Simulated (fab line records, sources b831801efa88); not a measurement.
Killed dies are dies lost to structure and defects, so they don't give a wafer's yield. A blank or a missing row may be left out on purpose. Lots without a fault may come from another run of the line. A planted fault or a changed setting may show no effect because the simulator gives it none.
fab line records | flow sky130 | part 1 of 2: steps 1 to 23 of 34
record lots=5 wafers=15 last_day=50
route steps=708 shown VT_ADJUST_NCORE@124 VT_ADJUST_HVTR@131 VT_ADJUST_PCH@143 SONOS_TUNNEL@154
lots that met no fault: from a run of the same line without faults
start_h: hours from the record's first day to the start of the lot's first wafer shown | wait_h: hours since the lot's step before | " the same as in the row above | L1.1+2: a row that stands for several wafers | - no value, or no start given | * or withheld: withheld | < > ~ a bound
route shown NAME@n: a module of which the file shows steps, and the number in the route of the first | usual: mean/standard deviation of fault-free wafers | same: alike in all rows | chamber/n: place in a boat | sites: the reading at each site | _std_site: their standard deviation | _edge_site: outer sites' mean less inner sites' | radius_mm: how far each site lies from the wafer's centre | mask NAME#n: copy n | behind: the tool/chamber that last shaped the wafer | hold: why the lot was held/for how many hours/how that ended | device: the transistor (n, p or np) that didn't switch | end of line: the same wafers' tests at the end of the route | a step without rows: its recipe alone | killed: dies lost to structure and defects at the first sort, not the wafer's yield | map: a wafer's dies, x killed, . not, _ none there
set.NAME: the setting as run; set.NAME@STEP: as run at that earlier step | model.NAME: the simulator's own value behind a step, which no gauge read
lots at some steps of the route; a table a step, a row a wafer
services: from which hour (start_h, from the record's first day; less than 0 if before it) a tool's chamber was out of use, for how many hours, and why
## steps
# step SKY_VT_ADJUST_NCORE_PEB_05
# recipe temp_c=withheld time_s=* resist=NOVOLAK
# usual exhaust_pa=45.0/0.92
# columns lot.wafer tool chamber start_h wait_h exhaust_pa
L074.1 litho_track-02 0 - - 44.6
L074.5 " 0 " " 45.0
L074.6 " 0 " " 45.8
L075.1 litho_track-03 0 - - 45.8
L075.4 " 0 " " 45.3
L075.5 " 0 " " 45.2
L094.3 litho_track-03 0 - - 45.4
L094.5 " 0 " " 45.5
L094.6 " 0 " " 46.0
L096.1 litho_track-01 0 - - 45.1
L096.2 " 0 " " 46.9
L096.6 " 0 " " 45.6
L097.1 litho_track-03 0 - - 44.3
L097.5 " 0 " " 43.9
L097.6 " 0 " " 43.9
# step SKY_VT_ADJUST_NCORE_DEVELOP_06
# recipe resist=NOVOLAK developer=TMAH develop_time_s=60 dev_temp_c=23
# usual exhaust_pa=45.3/1
# columns lot.wafer tool chamber start_h wait_h exhaust_pa
L074.1 litho_track-02 0 173.11 0.1 44.8
L074.5 " 0 " " 44.7
L074.6 " 0 " " 45.9
L075.1 litho_track-03 0 184.81 0.1 45.1
L075.4 " 0 " " 44.3
L075.5 " 0 " " 45.2
L094.3 litho_track-03 0 323.81 0.1 46.0
L094.5 " 0 " " 45.2
L094.6 " 0 " " 44.7
L096.1 litho_track-01 0 342.62 0.1 47.3
L096.2 " 0 " " 45.7
L096.6 " 0 " " 46.7
L097.1 litho_track-03 0 344.81 0.1 44.7
L097.5 " 0 " " 45.8
L097.6 " 0 " " 46.5
# step SKY_VT_ADJUST_NCORE_CD_MEAS_07
# recipe target_cd_nm=380
# usual cd_nm=379.8/2.6
# columns lot.wafer tool chamber start_h wait_h cd_nm
L074.1 cd_sem-01 - 173.26 0.1 378.9
L074.5 " - " " 380.6
L074.6 " - " " 380.9
L075.1 cd_sem-02 - 184.96 0.1 376.5
L075.4 " - " " 375.3
L075.5 " - " " 376.3
L094.3 cd_sem-01 - 323.95 0.1 380.8
L094.5 " - " " 383.3
L094.6 " - " " 379.2
L096.1 cd_sem-02 - 342.77 0.1 379.6
L096.2 " - " " 380.2
L096.6 " - " " 378.4
L097.1 cd_sem-01 - 344.99 0.1 377.5
L097.5 " - " " 379.3
L097.6 " - " " 378.1
# step SKY_VT_ADJUST_NCORE_OVL_MEAS_08
# usual VT_ADJUST_NCORE_OVL=-0.1/1.4
# columns lot.wafer tool chamber start_h wait_h VT_ADJUST_NCORE_OVL[nm]
L074.1 overlay-01 - 173.38 0.1 -1.8
L074.5 " - " " -3.4
L074.6 " - " " 0.0
L075.1 overlay-02 - 185.08 0.1 -0.7
L075.4 " - " " -0.3
L075.5 " - " " 0.4
L094.3 overlay-02 - 324.05 0.1 2.8
L094.5 " - " " 0.1
L094.6 " - " " -0.4
L096.1 overlay-01 - 342.89 0.1 1.5
L096.2 " - " " -1.7
L096.6 " - " " -0.7
L097.1 overlay-02 - 345.11 0.1 1.2
L097.5 " - " " -1.6
L097.6 " - " " 0.2
# step SKY_VT_ADJUST_NCORE_IMPLANT_09
# recipe species=B energy_kev=10 dose_cm2=2.4e+12 tilt_deg=withheld
# usual end_station_pressure_torr=5.02e-06/2.4e-07
# columns lot.wafer tool chamber start_h wait_h end_station_pressure_torr
L074.1 implanter-02 0 173.42 0.0 5.19e-06
L074.5 " 0 " " 4.31e-06
L074.6 " 0 " " 5.33e-06
L075.1 implanter-01 0 185.12 0.0 4.92e-06
L075.4 " 0 " " 5.28e-06
L075.5 " 0 " " 5.29e-06
L094.3 implanter-02 0 324.12 0.1 5.12e-06
L094.5 " 0 " " 4.95e-06
L094.6 " 0 " " 4.97e-06
L096.1 implanter-03 0 342.92 0.0 5.31e-06
L096.2 " 0 " " 5.21e-06
L096.6 " 0 " " 5.27e-06
L097.1 implanter-01 0 345.14 0.0 5.27e-06
L097.5 " 0 " " 5.18e-06
L097.6 " 0 " " 5.09e-06
# step SKY_VT_ADJUST_NCORE_STRIP_10
# recipe chemistry=O2/N2 power_w=1400 pressure_mtorr=1500 platen_temp_c=withheld o2_flow_sccm=3000 n2_flow_sccm=300 overash_fraction=0.5
# usual drypump_motor_current_A=5.6/0.5 oes_product_au=0.716/0.0043 strip_time_to_endpoint_s=14.14/0.036
# same overash_fraction=0.5
# columns lot.wafer tool chamber start_h wait_h drypump_motor_current_A oes_product_au rf_hours_counter_h strip_time_to_endpoint_s
L074.1 plasma_asher-04 1 173.57 0.1 6.3 0.711 38 14.28
L074.5 " 1 " " 6.4 0.720 - 14.23
L074.6 " 0 " " 5.7 0.721 - 14.19
L075.1 plasma_asher-01 1 185.27 0.1 4.9 0.714 6 14.13
L075.4 " 0 " " 5.8 0.714 - 14.11
L075.5 " 1 " " 4.9 0.725 - 14.08
L094.3 plasma_asher-01 1 324.25 0.1 4.9 0.717 - 14.19
L094.5 " 1 " " 4.9 0.721 - 14.16
L094.6 " 0 " " 5.8 0.720 - 14.13
L096.1 plasma_asher-04 1 343.07 0.1 6.4 0.713 55 14.13
L096.2 " 0 " " 5.8 0.718 55 14.18
L096.6 " 0 " " 5.8 0.718 - 14.16
L097.1 plasma_asher-01 0 345.29 0.1 5.8 0.712 23 14.10
L097.5 " 1 " " 4.9 0.721 - 14.12
L097.6 " 0 " " 5.8 0.715 - 14.13
# step SKY_VT_ADJUST_NCORE_TW_MEAS_11
# usual VT_ADJUST_NCORE_TW=219.5/0.98
# columns lot.wafer tool chamber start_h wait_h VT_ADJUST_NCORE_TW
L074.1 film_metro-02 - 173.67 0.1 217.2
L074.5 " - " " 218.4
L074.6 " - " " 218.2
L075.1 film_metro-01 - 185.37 0.1 219.5
L075.4 " - " " 220.3
L075.5 " - " " 219.8
L094.3 film_metro-03 - 324.34 0.1 219.1
L094.5 " - " " 219.8
L094.6 " - " " 220.5
L096.1 film_metro-02 - 343.17 0.1 221.0
L096.2 " - " " 219.3
L096.6 " - " " 219.0
L097.1 film_metro-03 - 345.39 0.1 220.2
L097.5 " - " " 219.9
L097.6 " - " " 219.2
# step SKY_VT_ADJUST_HVTR_DEHYDRATE_00
# recipe temp_c=200 time_s=60
# usual exhaust_pa=45.1/1
# columns lot.wafer tool chamber start_h wait_h exhaust_pa
L074.1 litho_track-04 0 183.27 9.6 45.7
L074.5 " 0 " " 46.6
L074.6 " 0 " " 45.6
L075.1 litho_track-04 0 195.02 9.6 43.6
L075.4 " 0 " " 45.4
L075.5 " 0 " " 44.1
L094.3 litho_track-02 0 336.51 12.2 43.6
L094.5 " 0 " " 43.6
L094.6 " 0 " " 44.7
L096.1 litho_track-02 0 356.76 13.6 45.1
L096.2 " 0 " " 44.6
L096.6 " 0 " " 45.4
L097.1 litho_track-04 0 358.67 13.3 45.4
L097.5 " 0 " " 45.8
L097.6 " 0 " " 47.8
# step SKY_VT_ADJUST_HVTR_HMDS_01
# recipe prime_time_s=60 prime_temp_c=120
# usual exhaust_pa=45.1/0.87 prime_temp_c=120.01/0.13
# columns lot.wafer tool chamber start_h wait_h exhaust_pa prime_temp_c
L074.1 litho_track-04 0 183.42 0.1 44.5 119.99
L074.5 " 0 " " 45.4 120.10
L074.6 " 0 " " 44.6 120.26
L075.1 litho_track-04 0 195.17 0.1 44.7 120.05
L075.4 " 0 " " 44.9 120.06
L075.5 " 0 " " 45.6 120.01
L094.3 litho_track-02 0 336.66 0.1 46.2 119.80
L094.5 " 0 " " 46.0 119.81
L094.6 " 0 " " 45.2 119.91
L096.1 litho_track-02 0 356.91 0.1 45.1 120.00
L096.2 " 0 " " 46.1 119.96
L096.6 " 0 " " 46.0 119.98
L097.1 litho_track-04 0 358.82 0.1 45.5 119.89
L097.5 " 0 " " 44.9 120.13
L097.6 " 0 " " 45.8 119.94
# step SKY_VT_ADJUST_HVTR_COAT_02
# recipe resist=NOVOLAK spin_rpm=3000 resist_thk_nm=1127
# usual dispense_pressure_kPa=56.2/0.93 exhaust_pa=45.1/0.81
# columns lot.wafer tool chamber start_h wait_h dispense_pressure_kPa exhaust_pa
L074.1 litho_track-04 0 183.57 0.1 56.1 45.7
L074.5 " 0 " " 56.1 45.6
L074.6 " 0 " " 56.1 45.2
L075.1 litho_track-04 0 195.32 0.1 56.1 45.2
L075.4 " 0 " " 56.1 44.9
L075.5 " 0 " " 56.0 45.6
L094.3 litho_track-02 0 336.81 0.1 57.4 45.3
L094.5 " 0 " " 57.4 44.9
L094.6 " 0 " " 57.4 43.9
L096.1 litho_track-02 0 357.06 0.1 57.4 45.5
L096.2 " 0 " " 57.4 45.1
L096.6 " 0 " " 57.4 45.2
L097.1 litho_track-04 0 358.97 0.1 56.1 44.4
L097.5 " 0 " " 56.1 44.6
L097.6 " 0 " " 56.1 44.5
# step SKY_VT_ADJUST_HVTR_SOFTBAKE_03
# recipe temp_c=90 time_s=60 resist=NOVOLAK
# usual exhaust_pa=45.1/0.93
# columns lot.wafer tool chamber start_h wait_h exhaust_pa
L074.1 litho_track-04 0 183.72 0.1 43.3
L074.5 " 0 " " 45.0
L074.6 " 0 " " 45.1
L075.1 litho_track-04 0 195.47 0.1 45.3
L075.4 " 0 " " 45.3
L075.5 " 0 " " 46.1
L094.3 litho_track-02 0 336.96 0.1 45.5
L094.5 " 0 " " 44.6
L094.6 " 0 " " 44.5
L096.1 litho_track-02 0 357.21 0.1 45.8
L096.2 " 0 " " 44.4
L096.6 " 0 " " 45.6
L097.1 litho_track-04 0 359.12 0.1 45.4
L097.5 " 0 " " 45.2
L097.6 " 0 " " 44.3
# step SKY_VT_ADJUST_HVTR_EXPOSE_04
# recipe mask_id=HVTRM target_cd_nm=380 na=0.6 source_shape=conventional sigma_outer=0.6 dose_mj=150
# usual reticle_temp_C=23.02/0.12
# columns lot.wafer tool chamber start_h wait_h mask reticle_temp_C
L074.1 iline_stepper-01 0 - - HVTRM#0 22.69
L074.5 " 0 " " HVTRM#0 23.09
L074.6 " 0 " " HVTRM#0 23.03
L075.1 iline_stepper-02 0 - - HVTRM#0 22.84
L075.4 " 0 " " HVTRM#0 23.10
L075.5 " 0 " " HVTRM#0 23.02
L094.3 iline_stepper-02 0 - - HVTRM#0 23.04
L094.5 " 0 " " HVTRM#0 23.06
L094.6 " 0 " " HVTRM#0 22.99
L096.1 iline_stepper-02 0 - - HVTRM#0 23.16
L096.2 " 0 " " HVTRM#0 23.18
L096.6 " 0 " " HVTRM#0 23.09
L097.1 iline_stepper-02 0 - - HVTRM#0 23.17
L097.5 " 0 " " HVTRM#0 23.00
L097.6 " 0 " " HVTRM#0 23.19
# step SKY_VT_ADJUST_HVTR_PEB_05
# recipe temp_c=withheld time_s=* resist=NOVOLAK
# usual exhaust_pa=45.0/1
# columns lot.wafer tool chamber start_h wait_h exhaust_pa
L074.1 litho_track-02 0 - - 46.3
L074.5 " 0 " " 46.0
L074.6 " 0 " " 45.8
L075.1 litho_track-04 0 - - 46.4
L075.4 " 0 " " 46.3
L075.5 " 0 " " 44.9
L094.3 litho_track-01 0 - - 43.2
L094.5 " 0 " " 43.6
L094.6 " 0 " " 42.5
L096.1 litho_track-02 0 - - 46.8
L096.2 " 0 " " 45.3
L096.6 " 0 " " 45.7
L097.1 litho_track-01 0 - - 45.6
L097.5 " 0 " " 45.0
L097.6 " 0 " " 43.9
# step SKY_VT_ADJUST_HVTR_DEVELOP_06
# recipe develop_time_s=60 dev_temp_c=23
# usual exhaust_pa=44.9/0.92
# columns lot.wafer tool chamber start_h wait_h exhaust_pa
L074.1 litho_track-02 0 193.66 0.1 44.7
L074.5 " 0 " " 45.3
L074.6 " 0 " " 44.7
L075.1 litho_track-04 0 204.92 0.1 46.5
L075.4 " 0 " " 46.2
L075.5 " 0 " " 46.4
L094.3 litho_track-01 0 351.17 0.1 45.8
L094.5 " 0 " " 47.0
L094.6 " 0 " " 45.0
L096.1 litho_track-02 0 371.66 0.1 44.9
L096.2 " 0 " " 43.1
L096.6 " 0 " " 45.6
L097.1 litho_track-01 0 372.97 0.1 45.0
L097.5 " 0 " " 45.2
L097.6 " 0 " " 45.1
# step SKY_VT_ADJUST_HVTR_CD_MEAS_07
# recipe target_cd_nm=380
# usual cd_nm=380.9/2.6
# columns lot.wafer tool chamber start_h wait_h cd_nm
L074.1 cd_sem-02 - 193.81 0.1 379.7
L074.5 " - " " 382.4
L074.6 " - " " 381.6
L075.1 cd_sem-01 - 205.07 0.1 384.9
L075.4 " - " " 382.8
L075.5 " - " " 380.8
L094.3 cd_sem-02 - 351.31 0.1 378.1
L094.5 " - " " 385.2
L094.6 " - " " 379.3
L096.1 cd_sem-01 - 371.81 0.1 381.6
L096.2 " - " " 382.0
L096.6 " - " " 379.1
L097.1 cd_sem-01 - 373.12 0.1 379.9
L097.5 " - " " 378.6
L097.6 " - " " 380.8
# step SKY_VT_ADJUST_HVTR_OVL_MEAS_08
# usual VT_ADJUST_HVTR_OVL=-0.2/1.3
# columns lot.wafer tool chamber start_h wait_h VT_ADJUST_HVTR_OVL[nm]
L074.1 overlay-02 - 193.93 0.1 -1.0
L074.5 " - " " -0.8
L074.6 " - " " 0.5
L075.1 overlay-02 - 205.19 0.1 -1.7
L075.4 " - " " -0.2
L075.5 " - " " -1.9
L094.3 overlay-02 - 351.40 0.1 -3.8
L094.5 " - " " -1.2
L094.6 " - " " -2.3
L096.1 overlay-02 - 371.93 0.1 1.4
L096.2 " - " " -0.1
L096.6 " - " " -0.7
L097.1 overlay-01 - 373.24 0.1 2.9
L097.5 " - " " 0.7
L097.6 " - " " 3.9
# step SKY_VT_ADJUST_HVTR_IMPLANT_09
# recipe species=B energy_kev=10 dose_cm2=2.1e+12 tilt_deg=withheld
# usual end_station_pressure_torr=5.01e-06/2.6e-07
# columns lot.wafer tool chamber start_h wait_h end_station_pressure_torr
L074.1 implanter-01 0 193.97 0.0 5.15e-06
L074.5 " 0 " " 4.52e-06
L074.6 " 0 " " 5.32e-06
L075.1 implanter-04 0 205.23 0.0 5.17e-06
L075.4 " 0 " " 4.48e-06
L075.5 " 0 " " 4.76e-06
L094.3 implanter-03 0 351.47 0.1 5.15e-06
L094.5 " 0 " " 5.12e-06
L094.6 " 0 " " 4.11e-06
L096.1 implanter-04 0 371.97 0.0 5.11e-06
L096.2 " 0 " " 4.44e-06
L096.6 " 0 " " 5.12e-06
L097.1 implanter-03 0 373.27 0.0 4.98e-06
L097.5 " 0 " " 5.01e-06
L097.6 " 0 " " 4.87e-06
# step SKY_VT_ADJUST_HVTR_STRIP_10
# recipe chemistry=O2/N2 power_w=1400 pressure_mtorr=1500 platen_temp_c=withheld o2_flow_sccm=3000 n2_flow_sccm=300 overash_fraction=0.5
# usual drypump_motor_current_A=6.0/0.43 oes_product_au=0.715/0.0049 strip_time_to_endpoint_s=14.01/0.036
# same overash_fraction=0.5
# columns lot.wafer tool chamber start_h wait_h drypump_motor_current_A oes_product_au rf_hours_counter_h strip_time_to_endpoint_s
L074.1 plasma_asher-04 1 194.12 0.1 6.4 0.711 40 14.01
L074.5 " 0 " " 5.7 0.720 - 14.01
L074.6 " 1 " " 6.4 0.705 - 14.01
L075.1 plasma_asher-04 0 205.38 0.1 5.8 0.713 41 14.00
L075.4 " 1 " " 6.4 0.710 - 13.97
L075.5 " 0 " " 5.8 0.718 - 14.00
L094.3 plasma_asher-04 0 351.60 0.1 5.8 0.712 - 14.01
L094.5 " 1 " " 6.3 0.724 - 13.99
L094.6 " 0 " " 5.8 0.714 - 14.02
L096.1 plasma_asher-01 0 372.12 0.1 5.8 0.720 25 14.01
L096.2 " 1 " " 4.9 0.710 25 13.99
L096.6 " 0 " " 5.8 0.715 - 13.98
L097.1 plasma_asher-03 0 373.42 0.1 6.2 0.720 69 13.97
L097.5 " 0 " " 6.1 0.712 - 13.95
L097.6 " 1 " " 6.2 0.712 - 14.03
# step SKY_VT_ADJUST_HVTR_TW_MEAS_11
# usual VT_ADJUST_HVTR_TW=211.5/0.83
# columns lot.wafer tool chamber start_h wait_h VT_ADJUST_HVTR_TW
L074.1 film_metro-04 - 194.22 0.1 210.2
L074.5 " - " " 210.6
L074.6 " - " " 210.6
L075.1 film_metro-03 - 205.48 0.1 210.4
L075.4 " - " " 212.6
L075.5 " - " " 211.6
L094.3 film_metro-01 - 351.69 0.1 211.3
L094.5 " - " " 211.1
L094.6 " - " " 211.7
L096.1 film_metro-04 - 372.22 0.1 211.6
L096.2 " - " " 210.9
L096.6 " - " " 210.2
L097.1 film_metro-03 - 373.52 0.1 212.7
L097.5 " - " " 212.4
L097.6 " - " " 211.2
# step SKY_VT_ADJUST_PCH_DEHYDRATE_00
# recipe temp_c=200 time_s=60
# usual exhaust_pa=44.9/0.91
# columns lot.wafer tool chamber start_h wait_h exhaust_pa
L074.1 litho_track-03 0 203.61 9.4 43.6
L074.5 " 0 " " 44.1
L074.6 " 0 " " 46.2
L075.1 litho_track-03 0 214.81 9.3 42.5
L075.4 " 0 " " 44.7
L075.5 " 0 " " 44.8
L094.3 litho_track-02 0 364.71 13.0 45.3
L094.5 " 0 " " 46.2
L094.6 " 0 " " 45.7
L096.1 litho_track-03 0 386.06 13.8 43.9
L096.2 " 0 " " 43.1
L096.6 " 0 " " 44.0
L097.1 litho_track-03 0 387.06 13.5 44.2
L097.5 " 0 " " 44.6
L097.6 " 0 " " 44.5
# step SKY_VT_ADJUST_PCH_HMDS_01
# recipe prime_time_s=60 prime_temp_c=120
# usual exhaust_pa=45.1/0.9 prime_temp_c=120.00/0.13
# columns lot.wafer tool chamber start_h wait_h exhaust_pa prime_temp_c
L074.1 litho_track-03 0 203.76 0.1 44.3 119.92
L074.5 " 0 " " 46.6 119.97
L074.6 " 0 " " 45.1 119.70
L075.1 litho_track-03 0 214.96 0.1 44.3 119.89
L075.4 " 0 " " 44.4 119.89
L075.5 " 0 " " 43.2 119.94
L094.3 litho_track-02 0 364.86 0.1 44.6 120.08
L094.5 " 0 " " 43.9 120.04
L094.6 " 0 " " 43.8 119.97
L096.1 litho_track-03 0 386.21 0.1 44.2 119.96
L096.2 " 0 " " 43.7 119.85
L096.6 " 0 " " 44.2 120.07
L097.1 litho_track-03 0 387.21 0.1 44.6 119.83
L097.5 " 0 " " 46.0 119.96
L097.6 " 0 " " 44.1 120.05
# step SKY_VT_ADJUST_PCH_COAT_02
# recipe spin_rpm=2000 resist_thk_nm=3000
# usual dispense_pressure_kPa=58.1/1.3 exhaust_pa=45.0/0.88
# columns lot.wafer tool chamber start_h wait_h dispense_pressure_kPa exhaust_pa
L074.1 litho_track-03 0 203.91 0.1 59.1 43.8
L074.5 " 0 " " 59.1 43.7
L074.6 " 0 " " 59.1 44.9
L075.1 litho_track-03 0 215.11 0.1 59.1 44.8
L075.4 " 0 " " 59.0 44.0
L075.5 " 0 " " 59.1 44.1
L094.3 litho_track-02 0 365.01 0.1 57.5 45.0
L094.5 " 0 " " 57.5 46.5
L094.6 " 0 " " 57.5 46.7
L096.1 litho_track-03 0 386.36 0.1 59.2 44.0
L096.2 " 0 " " 59.2 43.4
L096.6 " 0 " " 59.2 43.5
L097.1 litho_track-03 0 387.36 0.1 59.2 46.5
L097.5 " 0 " " 59.2 45.6
L097.6 " 0 " " 59.2 44.9
# step SKY_VT_ADJUST_PCH_SOFTBAKE_03
# recipe temp_c=110 time_s=withheld
# usual exhaust_pa=45.0/0.83
# columns lot.wafer tool chamber start_h wait_h exhaust_pa
L074.1 litho_track-03 0 204.06 0.1 45.3
L074.5 " 0 " " 45.4
L074.6 " 0 " " 43.8
L075.1 litho_track-03 0 215.26 0.1 46.1
L075.4 " 0 " " 45.4
L075.5 " 0 " " 46.0
L094.3 litho_track-02 0 365.18 0.1 44.8
L094.5 " 0 " " 43.2
L094.6 " 0 " " 44.9
L096.1 litho_track-03 0 386.51 0.1 45.7
L096.2 " 0 " " 44.2
L096.6 " 0 " " 45.3
L097.1 litho_track-03 0 387.51 0.1 44.3
L097.5 " 0 " " 42.5
L097.6 " 0 " " 45.7
